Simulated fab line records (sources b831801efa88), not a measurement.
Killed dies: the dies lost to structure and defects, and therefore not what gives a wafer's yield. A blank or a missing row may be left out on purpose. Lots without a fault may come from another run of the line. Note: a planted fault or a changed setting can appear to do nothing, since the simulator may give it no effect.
One fault seen from 2 desks | flow gf180mcu | numbers are kept per desk, each desk with only its own; the story behind them comes last

== FROM THE METROLOGY DESK ==
Means of the sampled wafers that have a number, per lot and without regard to the tool the lot ran on: this is what the gauges read. Marked OUT: a lot whose mean sits more than 4 standard deviations from the usual mean, which makes it out of limits; the brackets give that distance.
Columns: A = V4_CVD_00_THK at GF_V4_THK_MEAS_01, usual 596 nm; B = V4_CVD_02_THK at GF_V4_THK_MEAS_03, usual 847 nm; C = V4_BOW at GF_V4_BOW_MEAS_05, usual 135 um; D = cdNm at GF_V4_CD_MEAS_14, usual 259.9 nm; E = V4_OVL at GF_V4_OVL_MEAS_15, usual -3 nm
lot  | first seen here | A   | B   | C   | D     | E
L193 | day 24 22:59    | 597 | 855 | 151 | 259.3 | 2
L197 | day 26 04:18    | 588 | 858 | 131 | 261.6 | 5
L201 | day 27 05:57    | 594 | 854 | 137 | 261.3 | -5
L203 | day 27 22:58    | 585 | 853 | 143 | 262.7 | -6
L208 | day 29 04:59    | 596 | 844 | 128 | 259.0 | -5
L211 | day 30 00:19    | 596 | 856 | 142 | 259.7 | -0
Result from this desk: across the 6 lots, nothing is out of limits.

== AT THE TOOL OWNER'S DESK: lithoTrack-03 ==
The tool's own readings at GF_V4_PEB_12 (peb time 90 s): means of the sampled wafers that have a number, for each lot that ran on this tool. Marked OUT: a lot whose mean sits more than 4 standard deviations from the usual mean, which makes it out of limits; the brackets give that distance.
Columns: A = heaterPowerTotalW at GF_V4_PEB_12, usual 85.71 W; B = plateTempC at GF_V4_PEB_12, usual 135.00 C; C = resistLineTempC at GF_V4_PEB_12, usual 22.98 C
lot  | first seen here | A                | B                 | C
L197 | day 27 00:47    | 85.75            | 134.90            | 22.94
L201 | day 28 01:45    | 86.50 (+9.8) OUT | 136.06 (+7.5) OUT | 22.90
L203 | day 28 18:47    | 86.40 (+8.5) OUT | 135.80 (+5.7) OUT | 23.04
Finding of this desk: L201, L203 out of limits; the first was L201 at day 28 01:45, on heaterPowerTotalW at GF_V4_PEB_12. L197 stayed within limits.

== PUT TOGETHER ==
An alarm could have come from the tool owner's desk at day 28 01:45, on L201, L203.
From the metrology desk's view, nothing was out of limits.
The metrology desk has L201, L203 on record, within its limits.
Every lot named ran GF_V4_PEB_12 on lithoTrack-03.

== WHAT HAD BEEN PUT IN BY THE SIMULATOR ==
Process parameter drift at GF_V4_PEB_12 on lithoTrack-03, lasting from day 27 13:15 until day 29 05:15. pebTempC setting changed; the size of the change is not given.
Shown lots that were struck: L201, L203.
Delay in hours, fault start to first out-of-limits reading, by desk: the tool owner's desk at 12.
